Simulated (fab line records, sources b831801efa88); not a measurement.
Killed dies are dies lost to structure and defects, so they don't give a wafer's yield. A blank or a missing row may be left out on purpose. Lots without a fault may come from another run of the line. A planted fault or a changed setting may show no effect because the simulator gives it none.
A struck lot beside a sound one | flow sky130 | 15 steps out of a route of 708
Sound: wafers L222.2, L222.5, L222.6. Struck: wafers L234.1, L234.3, L234.5. The cause comes at the end.
At each step with rows: each side's tool, then ch and its chambers, then its first start. Under that, the readings that differ: sound wafers | struck wafers | difference of the means | sigmas: that difference in standard deviations of wafers without a fault.
alike: readings whose means differ by less than 2 such deviations, and words and numbers that are the same on both sides. not compared: withheld readings, readings that some wafer has no value for, bounds like >300 that may hide the same value, and numbers for which the record gives no deviation and whose values overlap.
The two part at a step that has a row with sigmas, a row that says differs or no value, or rows on one side only. Numbers that don't overlap but have no deviation are shown without sigmas and don't part them. A reading that every wafer of one side lacks parts them only if that side has two wafers or more.

first, 6 steps without rows for these wafers: SKY_GATE_OXIDE_HMDS_04 (prime time 60 s); SKY_GATE_OXIDE_COAT_05 (resist thk 1140 nm); SKY_GATE_OXIDE_SOFTBAKE_06 (time 60 s); SKY_GATE_OXIDE_EXPOSE_07 (exposes mask LVOM, target cd 600 nm); SKY_GATE_OXIDE_PEB_08; SKY_GATE_OXIDE_DEVELOP_09 (develop time 60 s).
SKY_GATE_OXIDE_OVL_MEAS_10:
  sound on overlay-01, day 14 16:49; struck on overlay-02, day 18 05:52
  alike: GATE_OXIDE_OVL
then, 2 steps without rows for these wafers: SKY_GATE_OXIDE_IMPLANT_11; SKY_GATE_OXIDE_WET_ETCH_12 (etches SiO2 in dHF, target depth 16.8 nm, time 336 s).
SKY_GATE_OXIDE_STRIP_13: strips in O2/N2.
  sound on plasma_asher-01 ch 0,1, day 14 17:06; struck on plasma_asher-02 ch 1, day 18 06:10
  alike: drypump_motor_current_A, oes_product_au, strip_time_to_endpoint_s
  not compared: rf_hours_counter_h
SKY_GATE_OXIDE_TW_MEAS_14:
  sound on film_metro-03, day 14 17:13; struck on film_metro-03, day 18 06:16
  alike: GATE_OXIDE_TW
then, 1 step without rows for these wafers: SKY_GATE_OXIDE_CLEAN_15 (cleans in SC1/SC2, time 150 s).
SKY_GATE_OXIDE_OXIDATION_16: stabilise 600 s, purge 300 s, target thk 3.57 nm.
  sound on furnace-02 ch 0, day 14 17:19; struck on furnace-01 ch 0, day 18 07:25
  reading                                           | sound             | struck            | difference | sigmas
  model.SiO2_of_GATE_OXIDE_OXIDATION_01.thk_nm (nm) | 11.93 11.92 11.94 | 11.06 11.06 11.37 | -0.77      |
  alike: ramp_down_c_per_min, ramp_up_c_per_min, spike_tc_bottom_C, zone_power_upper_pct
then, 1 step without rows for these wafers: SKY_POLY_GATE_CVD_00 (deposits poly-Si, target thk 180 nm, time 720 s).
-- the record jumps here: 31 days lie between the struck wafers' starts before and after (it left off in module POLY_GATE and takes up again in module PAD_OPEN, whose first step shown is number 708 of the route) --
SKY_PAD_OPEN_PROBE_99:
  sound on prober-01, day 46 16:04; struck on prober-01, day 49 01:23
  reading                                   | sound             | struck            | difference | sigmas
  killed_at_M0_to_M3                        | 59 49 54          | 46 31 37          | -16        | -2
  model.etest.nfet_01v8_lvt.drive_ua_um     | 557.6 566.3 549.8 | 619.5 646.4 647.8 | +80.0      |
  model.etest.nfet_01v8_turned.drive_ua_um  | 491.4 495.2 482.4 | 549 571.3 585.4   | +79        |
  model.etest.nfet_01v8_swapped.drive_ua_um | 486.6 494.7 480.6 | 544.5 571 577.5   | +77.0      |
  model.etest.nfet_01v8.drive_ua_um         | 491.6 495.9 480.4 | 547.1 570.5 578   | +75.9      |
  model.etest.nfet_01v8.r_on_ohm_um         | 838.2 830.8 865.4 | 805.7 769.3 763.5 | -65.3      |
  model.etest.sram_nfet_pass.drive_ua_um    | 470.6 490.8 467.3 | 536.1 567.6 575.7 | +83.6      |
  model.etest.nfet_g5v0d10v5.drive_ua_um    | 588.7 586.2 588.2 | 634.6 637 619.4   | +42.6      |
  alike: killed_at_M4_up, killed_at_contacts, killed_at_front_end, killed_at_other, killed_dies, killed_open, killed_short
  not compared: model.etest.pfet_01v8.r_on_ohm_um

WHERE THEY PART
Only at SKY_PAD_OPEN_PROBE_99, within this record.

WHY: what the simulator had put in
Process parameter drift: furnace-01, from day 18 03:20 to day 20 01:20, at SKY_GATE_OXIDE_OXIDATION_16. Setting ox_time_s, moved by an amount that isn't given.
